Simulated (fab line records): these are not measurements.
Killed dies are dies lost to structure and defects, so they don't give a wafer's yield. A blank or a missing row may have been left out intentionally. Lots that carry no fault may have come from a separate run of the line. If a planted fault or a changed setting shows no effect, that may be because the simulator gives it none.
The same fault as seen by 2 desks | flow sky130 | only its own numbers are on each desk; what lay behind them is given at the end

## FROM THE METROLOGY DESK
What the gauges read, lot by lot, whatever tool the lot ran on: means of the sampled wafers that have a number. If a lot's mean is further than 4 standard deviations from the usual mean, the lot is out of limits and carries the mark OUT (the distance appears in the brackets).
Columns: A = POLY_GATE_CVD_00_THK at SKY_POLY_GATE_THK_MEAS_01, usual 180.3 nm; B = cd_nm at SKY_VIA3_CD_MEAS_12, usual 200.5 nm
lot  | first seen here | A                | B
L904 | day 14 12:36    | 181.2            | 199.6
L907 | day 15 07:49    | 180.4            | 200.6
L908 | day 15 19:16    | 180.5            | 202.4
L910 | day 16 19:36    | 178.3            | 196.3
L913 | day 17 10:53    | 179.9            | 201.1
L915 | day 18 06:59    | 180.5            | 199.4
L916 | day 18 18:44    | 178.3            | 202.3
L920 | day 20 03:23    | 161.5 (-11) OUT  | 198.2
L921 | day 20 08:54    | 164.6 (-9.2) OUT | 200.5
L926 | day 22 19:19    | 183.5            | 198.8
This desk's result: L920, L921 out of limits, first on L920 (POLY_GATE_CVD_00_THK at SKY_POLY_GATE_THK_MEAS_01), day 20 03:23. L904, L907, L908, L910, L913, L915, L916, L926: within limits.

## THE TOOL OWNER'S DESK: lpcvd-01
The tool's own readings at SKY_POLY_GATE_CVD_00 (deposits poly-Si, target thk 180 nm, time 720 s): means of the sampled wafers that have a number, for each lot that ran on this tool. If a lot's mean is further than 4 standard deviations from the usual mean, the lot is out of limits and carries the mark OUT (the distance appears in the brackets).
Columns: A = pressure_mtorr at SKY_POLY_GATE_CVD_00, usual 199.9 mTorr; B = spike_tc_centre_C at SKY_POLY_GATE_CVD_00, usual 620.4 C; C = susceptor_temp_C at SKY_POLY_GATE_CVD_00, usual 620.03 C; D = zone_power_centre_pct at SKY_POLY_GATE_CVD_00, usual 10.4 %
lot  | first seen here | A     | B     | C      | D
L904 | day 14 11:24    | 200.3 | 619.3 | 619.68 | 10.9
L907 | day 15 06:37    | 199.8 | 620.2 | 619.83 | 11.0
L908 | day 15 18:04    | 199.5 | 621.8 | 620.38 | 9.5
L910 | day 16 18:24    | 200.1 | 620.0 | 620.11 | 11.0
L913 | day 17 09:41    | 199.5 | 621.7 | 619.76 | 9.5
L915 | day 18 05:47    | 199.9 | 620.3 | 619.82 | 10.9
L916 | day 18 16:55    | 200.1 | 621.0 | 620.01 | 11.1
L920 | day 20 01:35    | 200.4 | 620.0 | 620.19 | 10.9
L921 | day 20 07:05    | 199.7 | 620.1 | 619.71 | 11.0
L926 | day 22 18:05    | 200.3 | 621.0 | 620.43 | 9.4
This desk found nothing out of limits on any of the 10 lots.

## PUT TOGETHER
Metrology desk: alarm possible at day 20 03:23 on L920, L921.
Nothing out of limits was seen by the tool owner's desk.
The tool owner's desk has L920, L921 on record, within its limits.
Every lot named ran SKY_POLY_GATE_CVD_00 on lpcvd-01.

## WHAT WAS PUT IN BY THE SIMULATOR
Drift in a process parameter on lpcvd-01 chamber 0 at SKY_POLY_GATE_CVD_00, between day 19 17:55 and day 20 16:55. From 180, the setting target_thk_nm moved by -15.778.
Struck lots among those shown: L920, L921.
Time in hours between the start of the fault and the first out-of-limits reading at each desk: metrology desk, 9.
